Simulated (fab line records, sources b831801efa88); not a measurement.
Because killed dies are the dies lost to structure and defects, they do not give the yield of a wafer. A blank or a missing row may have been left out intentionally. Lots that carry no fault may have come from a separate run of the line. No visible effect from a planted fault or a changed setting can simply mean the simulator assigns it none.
Comparing a struck lot with a sound one :: flow sky130 :: 36 steps out of a route of 708
Sound: the wafers L469.1, L469.2, L469.3. Struck: wafers L476.1, L476.4, L476.5. Last of all comes the cause.
Per side, at each step with rows, come the tool, then ch with its chambers, and then its first start. Under that, the readings that differ: sound wafers :: struck wafers :: difference of the means :: sigmas: that difference in standard deviations of wafers without a fault.
alike: a reading whose means differ by less than 2 such deviations, as well as words and numbers matching on both sides. not compared: withheld readings; readings where some wafer has no value; bounds like >300 that might hide an equal value; numbers whose values overlap and for which the record gives no deviation.
A row with sigmas, a row that says differs or no value, or rows on one side alone: a step with any of these is where the two part. Numbers that don't overlap but have no deviation are shown without sigmas and don't part them. A reading that every wafer of one side lacks parts them only if that side has two wafers or more.

first, 9 steps without rows for these wafers: SKY_VIA4_ETCH_12 (etches SiO2 in C4F8/O2/Ar, stops on TiN, target depth 580 nm); SKY_VIA4_STRIP_13 (strips in O2/N2); SKY_VIA4_STRIP_14 (strips in post etch residue remover, time 1200 s); SKY_VIA4_CLEAN_15 (cleans in IPA, time 180 s); SKY_VIA4_CLEAN_16 (cleans in O3/DIW); SKY_VIA4_SPUTTER_17 (material TiN, target thk 20 nm, time 80 s); SKY_VIA4_CVD_18 (deposits W, target thk 505 nm, time 152.14 s); SKY_VIA4_CMP_21 (polishes, stops on SiO2, t overpolish 25 s, target thk 0 nm); SKY_METAL5_SPUTTER_00 (material Ti, target thk 15 nm, time 10 s).
SKY_METAL5_SPUTTER_01: material TiN, target thk 20 nm, time 16.7 s.
  struck on pvdSputter-03, day 47 00:21; sound on pvdSputter-03, day 45 09:03
  alike: throttleValvePct
then, 25 steps without rows for these wafers: SKY_METAL5_SPUTTER_02 (material AlCu, target thk 1150 nm, time 61.2 s); SKY_METAL5_SPUTTER_03 (material Ti, target thk 5 nm, time 3.3 s); SKY_METAL5_SPUTTER_04 (material TiN, target thk 70 nm, time 58.3 s); SKY_METAL5_DEHYDRATE_07 (time 60 s); SKY_METAL5_HMDS_08 (prime time 60 s); SKY_METAL5_COAT_09 (resist thk 1800 nm); SKY_METAL5_SOFTBAKE_10 (time 60 s); SKY_METAL5_EXPOSE_11 (exposes mask MM5, target cd 1600 nm); SKY_METAL5_PEB_12; SKY_METAL5_DEVELOP_13 (develop time 60 s); SKY_METAL5_DESCUM_14 (chemistry O2, time 11 s); SKY_METAL5_METAL_ETCH_15 (etches the open film in Cl2/BCl3, stops on SiO2, target depth 1260 nm, time 252 s); SKY_METAL5_STRIP_16 (strips in O2/N2); SKY_METAL5_STRIP_17 (strips in post etch residue remover, time 1200 s); SKY_METAL5_CLEAN_18 (cleans in IPA, time 180 s); SKY_METAL5_CLEAN_19 (cleans in O3/DIW); SKY_PASSIVATION_CVD_00 (deposits SiO2, target thk 90 nm); SKY_PASSIVATION_CVD_02 (deposits Si3N4, target thk 540 nm); SKY_PASSIVATION_DEHYDRATE_04 (time 60 s); SKY_PASSIVATION_HMDS_05 (prime time 60 s); SKY_PASSIVATION_COAT_06 (resist thk 3000 nm); SKY_PASSIVATION_SOFTBAKE_07; SKY_PASSIVATION_EXPOSE_08 (exposes mask NSM, target cd 3000 nm); SKY_PASSIVATION_PEB_09; SKY_PASSIVATION_DEVELOP_10 (develop time 60 s).
-- the record jumps here: 3 days lie between the struck wafers' starts before and after (it left off in module PASSIVATION and takes up again in module PAD_OPEN, whose first step shown is number 708 of the route) --
SKY_PAD_OPEN_PROBE_99:
  struck on prober-01, day 49 13:46; sound on prober-01, day 48 00:20
reading: defectLimitedYield (%)
sound: 84.1 80.1 83.9
struck: 76.6 73.8 79.3
difference: -6.1
sigmas: -3

reading: killed_at_M4_up
sound: 1 2 2
struck: 28 45 28
difference: +32
sigmas: +18

reading: killedDies
sound: 78 98 79
struck: 115 129 102
difference: +30
sigmas: +3

reading: sort_bin_3_pad_short (%)
sound: 0.4 0.8 0.6
struck: 2.4 1.8 2.2
difference: +1.5
sigmas: +4

reading: sort_bin_5_function (%)
sound: 10.4 11.8 8.5
struck: 14.0 17.7 12.6
difference: +4.5
sigmas: +3

reading: sortNPass
sound: 414 394 413
struck: 377 363 390
difference: -30
sigmas: -3

reading: sortYieldPct (%)
sound: 84.1 80.1 83.9
struck: 76.6 73.8 79.3
difference: -6.1
sigmas: -3

reading: model.etest.tester.sortNPass
sound: 414 394 413
struck: 377 363 390
difference: -30
sigmas: 

reading: model.etest.tester.sortYieldPct (%)
sound: 84.15 80.08 83.94
struck: 76.63 73.78 79.27
difference: -6.16
sigmas: 

reading: model.etest.tester.sort_bin_5_pct (%)
sound: 10.37 11.79 8.537
struck: 14.02 17.68 12.6
difference: +4.53
sigmas: 

reading: model.etest.tester.sort_bin_3_pct (%)
sound: 0.4065 0.813 0.6098
struck: 2.439 1.829 2.236
difference: +1.558
sigmas: 
  alike: killed_at_M0_to_M3, killedAtContacts, killedAtFrontEnd, killedAtOther, killedOpen, killedShort, sort_bin_6_memory

== WHERE THEY PART ==
Only at SKY_PAD_OPEN_PROBE_99, within this record.

WHY: the cause the simulator had injected
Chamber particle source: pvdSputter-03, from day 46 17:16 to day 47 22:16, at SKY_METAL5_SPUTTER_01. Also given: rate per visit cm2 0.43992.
